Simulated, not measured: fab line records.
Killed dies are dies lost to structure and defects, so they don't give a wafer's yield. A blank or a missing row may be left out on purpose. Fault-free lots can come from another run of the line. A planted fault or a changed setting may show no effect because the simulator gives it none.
Struck lot and sound lot, side by side -- flow gf180mcu -- 14 out of 602 route steps
Sound: the wafers L108.2, L108.4, L108.5. Wafers L111.2, L111.4, L111.5 were the ones struck. The cause comes at the end.
Order at every step that has rows: each side's tool, ch and its chambers, its first start. Under that, the readings that differ: sound wafers -- struck wafers -- difference of the means -- sigmas: that difference in standard deviations of wafers without a fault.
alike: readings with means less than 2 such deviations apart, plus words and numbers identical on both sides. not compared: withheld readings, readings lacking a value on some wafer, bounds such as >300 that could conceal the same value, and numbers that have no deviation in the record and whose values overlap.
The two part at a step that has a row with sigmas, a row that says differs or no value, or rows on one side only. Numbers that have no deviation but don't overlap get no sigmas and don't part them. A reading missing from all wafers of one side parts the sides only when that side holds two or more wafers.

GF_M1_SPUTTER_00: material Ti, target thk 37.5 nm, time 150 s.
  sound on pvd-sputter-01 at day 20 17:31; struck on pvd-sputter-03 at day 21 14:34
  alike: substrate-temp-c, throttle-valve-pct
GF_M1_SPUTTER_01: material TiN, target thk 30 nm, time 25 s.
  sound on pvd-sputter-01 at day 20 17:37; struck on pvd-sputter-03 at day 21 14:40
  alike: throttle-valve-pct
GF_M1_SPUTTER_02: material AlCu, target thk 450 nm, time 23.9 s.
  sound on pvd-sputter-01 at day 20 17:39; struck on pvd-sputter-03 at day 21 14:42
  alike: throttle-valve-pct
GF_M1_SPUTTER_03: material Ti, target thk 10 nm, time 6.7 s.
  sound on pvd-sputter-01 at day 20 17:41; struck on pvd-sputter-03 at day 21 14:44
  alike: substrate-temp-c, throttle-valve-pct
GF_M1_SPUTTER_04: material TiN, target thk 50 nm, time 41.7 s.
  sound on pvd-sputter-01 at day 20 17:42; struck on pvd-sputter-03 at day 21 14:45
  alike: throttle-valve-pct
GF_M1_RS_MEAS_05: the measuring method here is four-point-probe.
  sound on film-metro-01 at day 20 17:50; struck on film-metro-03 at day 21 14:49
  alike: M1_ALCU_RS
GF_M1_THK_MEAS_06: measures by xrf.
  sound on film-metro-01 at day 20 17:56; struck on film-metro-03 at day 21 14:55
  alike: M1_ALCU_THK
then, 5 steps without rows for these wafers: GF_M1_DEHYDRATE_07 (time 60 s); GF_M1_HMDS_08 (prime time 60 s); GF_M1_COAT_09 (resist thk 1000 nm); GF_M1_SOFTBAKE_10 (time 60 s); GF_M1_EXPOSE_11 (exposes mask Metal1, target cd 230 nm).
GF_M1_PEB_12: peb time 90 s.
  sound on litho-track-04 ch 0, day 21 17:35; struck on litho-track-04, day 22 13:35
  no value came back on the struck wafers for chill-plate-temp-C (C), exhaust-pa (Pa); on the sound wafers chill-plate-temp-C (C) reads 22.85 22.97 22.96
then, 1 step without rows for these wafers: GF_M1_DEVELOP_13 (develop time 60 s).

WHERE THEY PART
Only at GF_M1_PEB_12, within this record.

WHY: what had been put in by the simulator
Entire step skipped (litho-track-04, GF_M1_PEB_12), from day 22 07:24 onward. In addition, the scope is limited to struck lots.
